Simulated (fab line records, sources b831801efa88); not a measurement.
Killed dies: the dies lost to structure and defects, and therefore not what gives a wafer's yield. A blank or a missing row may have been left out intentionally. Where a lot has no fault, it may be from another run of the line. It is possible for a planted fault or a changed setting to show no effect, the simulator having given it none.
Chamber matching	flow sfq line	SFQ_TRILAYER_I7_CMP_CMP_184 on cmp-01: 4 sister chambers
The step polishes SiO2. 8 wafers are shown with their chamber, then 9 later ones without.

## WAFERS, EACH WITH ITS CHAMBER
wafer	chamber	motor current A (A)	time to endpoint s (s)
L547.2	1	11.2	215
L554.3	1	11.0	212
L554.5	3	9.6	199
L556.1	2	10.0	222
L556.5	3	9.4	211
L557.4	0	10.1	222
L557.1	2	9.8	221
L557.5	0	9.7	221

## WAFERS WITHOUT THEIR CHAMBER
wafer	motor current A (A)	time to endpoint s (s)
L558.1	10.8	219
L558.3	9.7	213
L558.6	10.8	221
L560.1	9.2	215
L560.4	9.9	206
L560.3	10.9	211
L561.2	10.6	213
L561.5	9.7	222
L561.6	10.7	217

## WHICH CHAMBER EACH WENT THROUGH
wafer	from the rows above	in truth
L558.1	1	1
L558.3	can't be placed: 3 or 0 or 2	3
L558.6	1	1
L560.1	can't be placed: 3 or 0 or 2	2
L560.4	can't be placed: 3 or 0 or 2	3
L560.3	1	1
L561.2	can't be placed: 1 or 2 or 0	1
L561.5	can't be placed: 0 or 2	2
L561.6	1	1
Correct placement for 4 of the 9. Cannot be placed on the basis of these rows: 5; the candidates contain the true chamber in 5. Wrongly placed: 0.
How it was worked out, from the rows above alone: a wafer's distance from a chamber is the root of the sum, over the readings, of the square of ((its reading less the chamber's mean) divided by the reading's scatter). The wafer belongs to the nearest chamber; if the next one is less than 2 further off, it can't be placed. Each chamber's mean is taken over the wafers shown for it. The scatter: the root of (the sum of the squares of (reading less its chamber's mean) over the shown wafers, divided by (wafers less chambers)).
